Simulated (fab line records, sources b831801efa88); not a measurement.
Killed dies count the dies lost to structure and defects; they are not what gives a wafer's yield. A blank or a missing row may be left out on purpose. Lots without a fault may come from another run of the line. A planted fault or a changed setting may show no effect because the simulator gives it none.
Struck lot and sound lot, side by side ; flow sky130 ; 15 steps out of a route of 708
Sound: these wafers, L751.1, L751.2, L751.4. Struck: wafers L759.2, L759.3, L759.4. At the end, the cause is stated.
For every step that has rows: the tool of each side, followed by ch and its chambers, followed by its first start. Under that, the readings that differ: sound wafers ; struck wafers ; difference of the means ; sigmas: that difference in standard deviations of wafers without a fault.
alike: words and numbers the same on both sides, and readings whose means are apart by under 2 such deviations; not compared: readings that were withheld, readings missing a value for some wafer, numbers with overlapping values and no deviation given by the record, and bounds like >300 which may hide the same value.
Wherever a step has rows on one side only, a row that says differs or no value, or a row with sigmas, the two part there. Numbers that don't overlap but have no deviation are shown without sigmas and don't part them. A reading that every wafer of one side lacks parts them only if that side has two wafers or more.

first, 1 step without rows for these wafers: SKY_POLY_CUT_DEVELOP_07 (develop time 60 s).
SKY_POLY_CUT_CD_MEAS_08: the cd target is 270 nm.
  sound on cd_sem-01, day 27 06:08; struck on cd_sem-01, day 30 06:03
  alike: cd_nm
SKY_POLY_CUT_OVL_MEAS_09:
  sound on overlay-01, day 27 06:16; struck on overlay-01, day 30 06:10
  alike: POLY_CUT_OVL
SKY_POLY_CUT_ETCH_10: etches BARC in N2/H2, stops on SiO2, time 45.9 s, target depth 60 nm.
  sound on rie_diel-01 ch 0,1,3, day 27 06:18; struck on rie_diel-01 ch 0,2,3, day 30 06:11
  alike: drypump_motor_current_A, oes_product_au, throttle_valve_pct
  not compared: rf_hours_counter_h
SKY_POLY_CUT_ETCH_11: etches Si3N4 in CF4/CH2F2/Ar, stops on poly-Si, time 42.5 s, target depth 60 nm.
  sound on rie_diel-01 ch 0,1,3, day 27 06:20; struck on rie_diel-01 ch 0,2,3, day 30 06:14
  alike: drypump_motor_current_A, oes_product_au, throttle_valve_pct
  not compared: rf_hours_counter_h
SKY_POLY_CUT_STRIP_12: strips in O2/N2.
  sound on plasma_asher-04 ch 0,1, day 27 06:23; struck on plasma_asher-01 ch 0,1, day 30 06:16
  alike: drypump_motor_current_A, oes_product_au, strip_time_to_endpoint_s
  not compared: rf_hours_counter_h
then, 6 steps without rows for these wafers: SKY_SD_P_DEHYDRATE_00 (time 60 s); SKY_SD_P_HMDS_01 (prime time 60 s); SKY_SD_P_COAT_02 (resist thk 1140 nm); SKY_SD_P_SOFTBAKE_03 (time 60 s); SKY_SD_P_EXPOSE_04 (exposes mask PSDM, target cd 380 nm); SKY_SD_P_PEB_05.
SKY_SD_P_DEVELOP_06: develop time 60 s.
  sound on litho_track-03 ch 0, day 28 11:02; struck on litho_track-03 ch 0, day 31 10:07
SKY_SD_P_CD_MEAS_07: the cd target is 380 nm.
  sound on cd_sem-02, day 28 11:11; struck on cd_sem-01, day 31 10:16
reading;sound;struck;difference;sigmas
cd_nm (nm);375.8 375.7 379.1;289.2 289.6 285.7;-88.7;-31
SKY_SD_P_OVL_MEAS_08:
  sound on overlay-01, day 28 11:19; struck on overlay-02, day 31 10:22
  alike: SD_P_OVL

WHERE THEY PART
At SKY_SD_P_CD_MEAS_07 and nowhere else, as far as this record goes. Later steps at which nothing parts them and some readings are alike: SKY_SD_P_OVL_MEAS_08.

WHY: the cause the simulator had injected
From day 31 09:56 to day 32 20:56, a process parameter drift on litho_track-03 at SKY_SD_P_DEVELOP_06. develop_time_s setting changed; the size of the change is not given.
